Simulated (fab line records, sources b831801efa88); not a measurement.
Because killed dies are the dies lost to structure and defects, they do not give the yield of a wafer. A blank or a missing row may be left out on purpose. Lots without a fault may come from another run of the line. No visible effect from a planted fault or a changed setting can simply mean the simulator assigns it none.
fab line records -- flow sky130
[record] lots = 6, wafers = 16, last-day = 50
route steps=708 shown VIA4@649 METAL5@661
lots that met no fault: taken from a fault-free run of the same line
start-h: hours from the record's opening day to when the first of the lot's shown wafers began -- wait-h: hours elapsed since this lot's preceding step -- " identical to the entry in the row above -- L1.1+2: a single row standing in for several wafers -- - no value, or no start was given -- * or withheld: withheld -- < > ~ a bound
route shown NAME@n: names a module that has steps shown in the file, with the first one's number in the route -- usual: mean and standard deviation over wafers with no fault -- same: alike in all rows -- chamber/n: place in a boat -- sites: the reading at each site -- _std_site: how widely they spread, as a standard deviation -- _edge_site: inner sites' mean taken away from outer sites' mean -- radius-mm: how far each site lies from the wafer's centre -- mask NAME#n: copy n -- behind: the most recent tool/chamber to have shaped the wafer -- hold: what put the lot on hold/how long, in hours/how the hold closed -- device: which transistor (n, p or np) failed to switch -- end of line: the same wafers' tests at the end of the route -- a step given without rows: its recipe and nothing more -- killed: dies that structure and defects cost at the first sort, which is not the same as the wafer's yield -- map: a wafer's dies, marking killed ones x, the rest . and places with no die _
set.NAME: setting as actually run; set.NAME@STEP: the setting as run at that earlier step -- model.NAME: the simulator's own value behind a step, which no gauge read
lots at selected steps of the route; one table per step, one row per wafer
services: a tool's chamber out of use, with start hour (start-h, from the record's first day; less than 0 if before it), hours out, and reason
[[steps]]
[step SKY_VIA4_DEVELOP_10]
[recipe] resist = NOVOLAK, developer = TMAH, develop-time-s = 60, dev-temp-c = 23
[step SKY_VIA4_OVL_MEAS_11]
[usual] VIA4_OVL = 0.2/1.4
lot.wafer,tool,chamber,start-h,wait-h,VIA4_OVL[nm]
L627.1,overlay-01,-,1010.71,0.1,-1.8
L627.2,overlay-01,-,1010.71,0.1,-1.0
L627.4,overlay-01,-,1010.71,0.1,-1.5
L632.2,overlay-02,-,1041.52,0.1,-0.3
L632.3,overlay-02,-,1041.52,0.1,0.4
L632.4,overlay-02,-,1041.52,0.1,-1.4
L636.1,overlay-02,-,1069.22,0.1,0.6
L636.5,overlay-02,-,1069.22,0.1,2.1
L636.6,overlay-02,-,1069.22,0.1,-0.2
L647.1,overlay-01,-,1130.01,0.1,-0.8
L647.5,overlay-01,-,1130.01,0.1,1.3
L648.1,overlay-02,-,1137.02,0.1,4.7
L648.3,overlay-02,-,1137.02,0.1,4.0
L649.1,overlay-02,-,1142.66,0.1,-0.9
L649.4,overlay-02,-,1142.66,0.1,-2.2
L649.5,overlay-02,-,1142.66,0.1,-0.1
[step SKY_VIA4_ETCH_12]
[recipe] target = SiO2, chemistry = C4F8/O2/Ar, stop-on = TiN, mask-material = NOVOLAK, source-w = 1500, bias-w = 1200, pressure-mtorr = 40, c4f8-flow-sccm = withheld, O2_flow_sccm = 6, Ar_flow_sccm = 300, time-s = withheld, target-depth-a = 5800
[usual] oes-product-au = 0.925/0.0042
lot.wafer,tool,chamber,start-h,wait-h,oes-product-au
L627.1,rie-diel-03,2,1010.75,0.0,0.918
L627.2,rie-diel-03,0,1010.75,0.0,0.922
L627.4,rie-diel-03,1,1010.75,0.0,0.923
L632.2,rie-diel-04,2,1041.55,0.0,0.921
L632.3,rie-diel-04,3,1041.55,0.0,0.923
L632.4,rie-diel-04,0,1041.55,0.0,0.929
L636.1,rie-diel-03,1,1069.26,0.0,0.926
L636.5,rie-diel-03,2,1069.26,0.0,0.929
L636.6,rie-diel-03,3,1069.26,0.0,0.919
L647.1,rie-diel-04,0,1130.05,0.0,0.921
L647.5,rie-diel-04,0,1130.05,0.0,0.919
L648.1,rie-diel-02,2,1137.06,0.0,0.920
L648.3,rie-diel-02,3,1137.06,0.0,0.926
L649.1,rie-diel-03,2,1142.70,0.0,0.925
L649.4,rie-diel-03,2,1142.70,0.0,0.926
L649.5,rie-diel-03,1,1142.70,0.0,0.925
[step SKY_VIA4_STRIP_13]
[recipe] chemistry = O2/N2, power-w = 1400, pressure-mtorr = 1500, platen-temp-c = withheld, o2-flow-sccm = 3000, n2-flow-sccm = 300, overash-fraction = 0.5
[usual] drypump-motor-current-A = 5.7/0.35, oes-product-au = 0.709/0.0044, strip-time-to-endpoint-s = 12.808/0.029
lot.wafer,tool,chamber,start-h,wait-h,drypump-motor-current-A,oes-product-au,rf-hours-counter-h,strip-time-to-endpoint-s
L627.1,plasma-asher-03,1,1010.82,-,5.7,0.707,56,12.811
L627.2,plasma-asher-03,0,1010.82,-,6.0,0.713,56,12.779
L627.4,plasma-asher-03,1,1010.82,-,5.7,0.703,-,12.806
L632.2,plasma-asher-03,0,1041.63,-,6.0,0.701,60,12.856
L632.3,plasma-asher-03,1,1041.63,-,5.6,0.711,-,12.820
L632.4,plasma-asher-03,0,1041.63,-,6.0,0.712,-,12.834
L636.1,plasma-asher-03,0,1069.33,-,6.0,0.711,62,12.806
L636.5,plasma-asher-03,1,1069.33,-,5.6,0.713,-,12.774
L636.6,plasma-asher-03,0,1069.33,-,6.0,0.716,-,12.821
L647.1,plasma-asher-03,0,1130.12,-,6.0,0.709,68,12.809
L647.5,plasma-asher-03,0,1130.12,-,6.0,0.707,-,12.811
L648.1,plasma-asher-01,0,1137.13,-,5.9,0.710,104,12.802
L648.3,plasma-asher-01,1,1137.13,-,5.9,0.711,-,12.774
L649.1,plasma-asher-01,0,1142.77,-,5.9,0.708,104,12.817
L649.4,plasma-asher-01,1,1142.77,-,5.9,0.706,-,12.771
L649.5,plasma-asher-01,1,1142.77,-,5.9,0.702,-,12.823
[step SKY_VIA4_STRIP_14]
[recipe] chemistry = post-etch-residue-remover, time-s = 1200, temp-c = 72.5
[step SKY_VIA4_CLEAN_15]
[recipe] chemistry = IPA, time-s = 180, temp-c = 25
[step SKY_VIA4_CLEAN_16]
[recipe] chemistry = O3/DIW, dry = n2-spin
[step SKY_VIA4_SPUTTER_17]
[recipe] material = TiN, target-thk-nm = 20, chamber-pressure-pa = 5, power-w = 4000, time-s = 80
[step SKY_VIA4_CVD_18]
[recipe] material = W, target-thk-nm = 505, time-s = 152.14, temp-c = 400, pressure-torr = 40
[usual] chamber-pressure-Torr = 40.01/0.075, heater-power-w = 821/62
lot.wafer,tool,chamber,start-h,wait-h,chamber-pressure-Torr,heater-power-w
L627.1,cvd-w-02,0,1011.48,0.0,39.95,835
L627.2,cvd-w-02,1,1011.48,0.0,40.05,862
L627.4,cvd-w-02,1,1011.48,0.0,40.06,854
L632.2,cvd-w-01,0,1042.34,0.0,39.93,715
L632.3,cvd-w-01,1,1042.34,0.0,40.08,864
L632.4,cvd-w-01,0,1042.34,0.0,39.86,718
L636.1,cvd-w-01,0,1069.98,0.0,40.03,699
L636.5,cvd-w-01,1,1069.98,0.0,40.00,855
L636.6,cvd-w-01,0,1069.98,0.0,39.91,721
L647.1,cvd-w-02,1,1130.84,0.0,39.87,835
L647.5,cvd-w-02,0,1130.84,0.0,40.03,829
L648.1,cvd-w-02,0,1137.88,0.0,40.00,849
L648.3,cvd-w-02,0,1137.88,0.0,39.97,837
L649.1,cvd-w-01,1,1143.47,0.0,39.84,865
L649.4,cvd-w-01,0,1143.47,0.0,40.01,706
L649.5,cvd-w-01,1,1143.47,0.0,39.92,869
[step SKY_VIA4_RS_MEAS_19]
[recipe] thk-meas-gauge = four-point-probe, reads = W_of_VIA4_CVD_18+TiN_of_VIA4_SPUTTER_17
[usual] VIA4_W_RS = 0.2257/0.0025
lot.wafer,tool,chamber,start-h,wait-h,VIA4_W_RS[ohm/sq]
L627.1,film-metro-02,-,1011.63,0.1,0.2256
L627.2,film-metro-02,-,1011.63,0.1,0.2254
L627.4,film-metro-02,-,1011.63,0.1,0.2269
L632.2,film-metro-02,-,1042.52,0.1,0.2258
L632.3,film-metro-02,-,1042.52,0.1,0.2282
L632.4,film-metro-02,-,1042.52,0.1,0.2273
L636.1,film-metro-02,-,1070.14,0.1,0.2274
L636.5,film-metro-02,-,1070.14,0.1,0.2294
L636.6,film-metro-02,-,1070.14,0.1,0.2256
L647.1,film-metro-02,-,1131.02,0.1,0.2258
L647.5,film-metro-02,-,1131.02,0.1,0.2290
L648.1,film-metro-02,-,1138.03,0.1,0.2261
L648.3,film-metro-02,-,1138.03,0.1,0.2246
L649.1,film-metro-01,-,1143.62,0.1,0.2305
L649.4,film-metro-01,-,1143.62,0.1,0.2253
L649.5,film-metro-01,-,1143.62,0.1,0.2294
[step SKY_VIA4_THK_MEAS_20]
[recipe] thk-meas-gauge = xrf, reads = W_of_VIA4_CVD_18
[usual] VIA4_W_THK = 500/6.1
lot.wafer,tool,chamber,start-h,wait-h,VIA4_W_THK[nm]
L627.1,film-metro-02,-,1011.75,0.1,498
L627.2,film-metro-02,-,1011.75,0.1,497
L627.4,film-metro-02,-,1011.75,0.1,495
L632.2,film-metro-02,-,1042.63,0.1,498
L632.3,film-metro-02,-,1042.63,0.1,491
L632.4,film-metro-02,-,1042.63,0.1,495
L636.1,film-metro-02,-,1070.26,0.1,493
L636.5,film-metro-02,-,1070.26,0.1,486
L636.6,film-metro-02,-,1070.26,0.1,498
L647.1,film-metro-02,-,1131.14,0.1,494
L647.5,film-metro-02,-,1131.14,0.1,489
L648.1,film-metro-02,-,1138.15,0.1,497
L648.3,film-metro-02,-,1138.15,0.1,500
L649.1,film-metro-01,-,1143.74,0.1,497
L649.4,film-metro-01,-,1143.74,0.1,505
L649.5,film-metro-01,-,1143.74,0.1,498
[step SKY_VIA4_CMP_21]
[recipe] stop-on = SiO2, t-overpolish-s = 25, down-force-psi = 3.5, platen-rpm = 60, target-thk-nm = 0, pad-velocity-m-s = 0.94248
[usual] head-pressure-psi = 3.501/0.0081, motor-current-A = 11.6/1.1, overpolish-run-s = 25.000/0.0086, retaining-ring-pressure-frac = 1.000/0.0044, slurry-flow-ml-min = 150.0/0.45, time-to-endpoint-s = 122/4.2
lot.wafer,tool,chamber,start-h,wait-h,head-pressure-psi,motor-current-A,overpolish-run-s,retaining-ring-pressure-frac,slurry-flow-ml-min,time-to-endpoint-s
L627.4,cmp-02,0,1011.81,0.0,3.510,10.3,25.008,0.998,150.6,117
L627.1,cmp-02,1,1011.81,0.0,3.498,11.8,24.979,0.998,150.5,119
L627.2,cmp-02,2,1011.81,0.0,3.502,12.2,25.013,1.001,150.0,117
L632.4,cmp-02,2,1042.73,0.1,3.495,12.6,25.005,0.999,149.4,116
L632.2,cmp-02,3,1042.73,0.1,3.505,10.6,24.992,0.997,150.8,121
L632.3,cmp-02,0,1042.73,0.1,3.498,10.1,24.995,0.994,150.1,114
L636.1,cmp-01,3,1070.37,0.1,3.501,10.3,25.013,1.003,149.9,120
L636.5,cmp-01,2,1070.37,0.1,3.490,14.0,25.003,0.996,150.1,121
L636.6,cmp-01,3,1070.37,0.1,3.486,10.6,25.005,1.001,149.6,122
L647.1,cmp-01,3,1131.25,0.1,3.512,11.0,25.004,1.000,149.8,121
L647.5,cmp-01,3,1131.25,0.1,3.504,11.0,24.998,0.999,150.1,121
L648.1,cmp-01,0,1138.21,0.1,3.487,12.8,24.996,0.999,149.7,125
L648.3,cmp-01,2,1138.21,0.1,3.488,13.8,24.998,0.998,150.1,122
L649.4,cmp-01,1,1143.80,0.0,3.497,10.8,24.999,1.000,150.3,121
L649.1,cmp-01,2,1143.80,0.0,3.503,13.6,25.002,1.002,150.1,117
L649.5,cmp-01,1,1143.80,0.0,3.496,10.0,25.010,0.993,150.2,120
[step SKY_METAL5_SPUTTER_00]
[recipe] material = Ti, target-thk-nm = 15, power-w = 3000, time-s = 10, chamber-pressure-pa = 0.4
[usual] throttle-valve-pct = 30.0/0.95
lot.wafer,tool,chamber,start-h,wait-h,throttle-valve-pct,model.Ti_of_METAL5_SPUTTER_00.thk-nm
L627.1,pvd-sputter-02,-,1012.11,0.2,29.5,15.28
L627.2,pvd-sputter-02,-,1012.11,0.2,29.2,14.91
L627.4,pvd-sputter-02,-,1012.11,0.2,31.9,15.18
L632.2,pvd-sputter-02,-,1042.98,0.1,29.3,14.87
L632.3,pvd-sputter-02,-,1042.98,0.1,29.4,15.41
L632.4,pvd-sputter-02,-,1042.98,0.1,32.2,15.05
L636.1,pvd-sputter-01,-,1070.62,0.2,30.0,15.1
L636.5,pvd-sputter-01,-,1070.62,0.2,30.3,14.88
L636.6,pvd-sputter-01,-,1070.62,0.2,30.2,15.05
L647.1,pvd-sputter-02,-,1131.50,0.2,31.9,24.63
L647.5,pvd-sputter-02,-,1131.50,0.2,31.9,15.2
L648.1,pvd-sputter-02,-,1138.51,0.2,31.9,24.68
L648.3,pvd-sputter-02,-,1138.51,0.2,29.3,15.09
L649.1,pvd-sputter-01,-,1144.10,0.2,31.3,14.72
L649.4,pvd-sputter-01,-,1144.10,0.2,30.3,14.82
L649.5,pvd-sputter-01,-,1144.10,0.2,30.3,14.78
[step SKY_METAL5_SPUTTER_01]
[recipe] material = TiN, target-thk-nm = 20, power-w = 6500, time-s = 16.7, chamber-pressure-pa = 0.4
[usual] throttle-valve-pct = 29.9/0.97
lot.wafer,tool,chamber,start-h,wait-h,throttle-valve-pct
L627.1,pvd-sputter-02,-,1012.13,0.0,29.4
L627.2,pvd-sputter-02,-,1012.13,0.0,29.1
L627.4,pvd-sputter-02,-,1012.13,0.0,32.1
L632.2,pvd-sputter-02,-,1043.00,0.0,29.4
L632.3,pvd-sputter-02,-,1043.00,0.0,29.4
L632.4,pvd-sputter-02,-,1043.00,0.0,31.9
L636.1,pvd-sputter-01,-,1070.64,0.0,29.9
L636.5,pvd-sputter-01,-,1070.64,0.0,30.2
L636.6,pvd-sputter-01,-,1070.64,0.0,30.2
L647.1,pvd-sputter-02,-,1131.52,0.0,32.0
L647.5,pvd-sputter-02,-,1131.52,0.0,32.1
L648.1,pvd-sputter-02,-,1138.53,0.0,31.8
L648.3,pvd-sputter-02,-,1138.53,0.0,29.4
L649.1,pvd-sputter-01,-,1144.13,0.0,31.6
L649.4,pvd-sputter-01,-,1144.13,0.0,30.5
L649.5,pvd-sputter-01,-,1144.13,0.0,30.2
[[services]]
tool,chamber,start-h,hours,kind
cvd-w-01,-,990.59,6.9,pm
pvd-sputter-02,-,994.26,3.7,repair
cvd-w-01,-,1002.42,6.1,repair
cmp-02,-,1015.80,0.9,repair
cmp-01,-,1032.61,0.6,repair
cmp-01,-,1056.19,0.4,repair
plasma-asher-03,-,1058.40,7.3,repair
cvd-w-02,0,1058.67,5.3,repair
cvd-w-01,-,1061.01,2.0,repair
cmp-01,-,1061.13,0.9,repair
rie-diel-03,0,1064.07,5.7,repair
cvd-w-02,-,1066.45,4.8,repair
cmp-01,-,1066.51,0.4,repair
plasma-asher-01,-,1073.37,6.3,repair
rie-diel-03,0,1088.85,3.1,repair
cmp-02,-,1090.84,4.0,pm
cmp-01,-,1094.99,4.9,pm
plasma-asher-01,-,1104.59,0.6,repair
rie-diel-03,1,1113.17,2.8,repair
pvd-sputter-01,-,1120.98,1.0,repair
cmp-01,-,1134.54,1.8,repair
cmp-01,-,1135.66,0.6,repair
rie-diel-03,0,1138.27,28.4,repair
cvd-w-02,0,1140.10,1.7,repair
[[key]]
first-sign none at tools or gauges
[model-effect] step = SKY_METAL5_SPUTTER_00, value = Ti_of_METAL5_SPUTTER_00.thk-nm, without = 15.11, struck = 24.65
met-at SKY_METAL5_SPUTTER_00
struck-wafers L647.1,L648.1
sort-left-out L647.1,L648.1
onset-between 1042.98 1131.50
[fault] kind = process-parameter-drift, tool = pvd-sputter-02, chamber = -, onset-h = 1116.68, steps = SKY_METAL5_SPUTTER_00, channel = target-thk-nm, offset = 9.543, shape = step, end-h = 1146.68, scope = struck-wafers-only, acts-in = these-recipes-only, stated = 15
// sort-left-out: the simulated sort isn't trusted on such a fault, so these wafers' sort isn't shown, and their yield isn't known
